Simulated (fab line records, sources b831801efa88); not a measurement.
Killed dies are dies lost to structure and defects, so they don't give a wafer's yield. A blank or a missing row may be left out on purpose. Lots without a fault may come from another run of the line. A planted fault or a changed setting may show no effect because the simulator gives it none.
A struck lot beside a sound one | flow sky130 | 34 steps out of a route of 708
Sound: wafers L683.2, L683.4, L683.5. Struck: wafers L698.1, L698.3. (L698.5 of the same lot was not struck and is left out.) The cause comes at the end.
At each step with rows: each side's tool, then ch and its chambers, then its first start. Under that, the readings that differ: sound wafers | struck wafers | difference of the means | sigmas: that difference in standard deviations of wafers without a fault.
alike: readings whose means differ by less than 2 such deviations, and words and numbers that are the same on both sides. not compared: withheld readings, readings that some wafer has no value for, bounds like >300 that may hide the same value, and numbers for which the record gives no deviation and whose values overlap.
The two part at a step that has a row with sigmas, a row that says differs or no value, or rows on one side only. Numbers that don't overlap but have no deviation are shown without sigmas and don't part them. A reading that every wafer of one side lacks parts them only if that side has two wafers or more.

first, 9 steps without rows for these wafers: SKY_METAL2_DEHYDRATE_07 (time 60 s); SKY_METAL2_HMDS_08 (prime time 60 s); SKY_METAL2_COAT_09 (resist thk 60 nm); SKY_METAL2_COAT_10 (resist thk 450 nm); SKY_METAL2_SOFTBAKE_11 (time 90 s); SKY_METAL2_EXPOSE_12 (exposes mask MM2, target cd 140 nm); SKY_METAL2_PEB_13; SKY_METAL2_DEVELOP_14 (develop time 60 s); SKY_METAL2_DESCUM_17 (chemistry O2, time 8 s).
SKY_METAL2_ETCH_18: etches BARC in N2/H2, stops on SiO2, time 45.9 s, target depth 60 nm.
  sound on rie_metal-01 ch 0, day 35 06:58; struck on rie_metal-01 ch 1, day 40 06:15
  reading                     | sound       | struck  | difference | sigmas
  drypump_motor_current_A (A) | 6.4 6.4 6.4 | 5.2 5.2 | -1.2       | -3
  alike: n2_flow_sccm, oes_product_au, throttle_valve_pct
  not compared: rf_hours_counter_h
then, 23 steps without rows for these wafers: SKY_METAL2_METAL_ETCH_19 (etches the open film in Cl2/BCl3, stops on SiO2, target depth 360 nm, time 78 s); SKY_METAL2_STRIP_20 (strips in O2/N2); SKY_METAL2_STRIP_21 (strips in post etch residue remover, time 1200 s); SKY_METAL2_CLEAN_22 (cleans in IPA, time 180 s); SKY_METAL2_CLEAN_23 (cleans in O3/DIW); SKY_VIA2_HDPCVD_00 (deposits SiO2, target thk 1180 nm, time 196.7 s); SKY_VIA2_CMP_02 (polishes SiO2); SKY_VIA2_DEHYDRATE_04 (time 60 s); SKY_VIA2_HMDS_05 (prime time 60 s); SKY_VIA2_COAT_06 (resist thk 60 nm); SKY_VIA2_COAT_07 (resist thk 450 nm); SKY_VIA2_SOFTBAKE_08 (time 90 s); SKY_VIA2_EXPOSE_09 (exposes mask VIM2, target cd 200 nm); SKY_VIA2_PEB_10; SKY_VIA2_DEVELOP_11 (develop time 60 s); SKY_VIA2_ETCH_14 (etches BARC in N2/H2, stops on SiO2, time 45.9 s, target depth 60 nm); SKY_VIA2_ETCH_15 (etches SiO2 in C4F8/O2/Ar, stops on TiN, target depth 546 nm, time 84 s); SKY_VIA2_STRIP_16 (strips in O2/N2); SKY_VIA2_STRIP_17 (strips in post etch residue remover, time 1200 s); SKY_VIA2_CLEAN_18 (cleans in IPA, time 180 s); SKY_VIA2_CLEAN_19 (cleans in O3/DIW); SKY_VIA2_SPUTTER_20 (material TiN, target thk 20 nm, time 80 s); SKY_VIA2_CVD_21 (deposits W, target thk 420 nm, time 126.4 s).
-- the record jumps here: 9 days lie between the struck wafers' starts before and after (it left off in module VIA2 and takes up again in module PAD_OPEN, whose first step shown is number 708 of the route) --
SKY_PAD_OPEN_PROBE_99:
  sound on prober-02, day 45 22:32; struck on prober-01, day 49 14:01
  reading                               | sound             | struck      | difference | sigmas
  defect_limited_yield (%)              | 81.3 78.7 82.3    | 72.2 77.0   | -6.2       | -3
  killed_at_M0_to_M3                    | 49 46 45          | 90 75       | +36        | +6
  killed_dies                           | 92 105 87         | 137 113     | +30        | +3
  killed_short                          | 51 47 40          | 39 29       | -12        | -2
  sort_bin_3_pad_short (%)              | 0.6 1.0 1.2       | 2.8 3.3     | +2.1       | +5
  sort_bin_5_function (%)               | 12.4 13.2 9.6     | 19.5 14.4   | +5.2       | +3
  sort_n_pass                           | 400 387 405       | 355 379     | -30        | -3
  sort_yield_pct (%)                    | 81.3 78.7 82.3    | 72.2 77.0   | -6.2       | -3
  model.etest.tester.sort_n_pass        | 400 387 405       | 355 379     | -30        |
  model.etest.tester.sort_yield_pct (%) | 81.3 78.66 82.32  | 72.15 77.03 | -6.17      |
  model.etest.tester.sort_bin_5_pct (%) | 12.4 13.21 9.553  | 19.51 14.43 | +5.25      |
  model.etest.tester.sort_bin_3_pct (%) | 0.6098 1.016 1.22 | 2.846 3.252 | +2.100     |
  alike: killed_at_M4_up, killed_at_contacts, killed_at_front_end, killed_at_other, killed_on_rim, killed_open, sort_bin_6_memory

WHERE THEY PART
First at SKY_METAL2_ETCH_18; last, within this record, at SKY_PAD_OPEN_PROBE_99.

WHY: what the simulator had put in
Chamber particle source: rie_metal-01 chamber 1, from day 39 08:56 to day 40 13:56, at SKY_METAL2_ETCH_18. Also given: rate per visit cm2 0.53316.
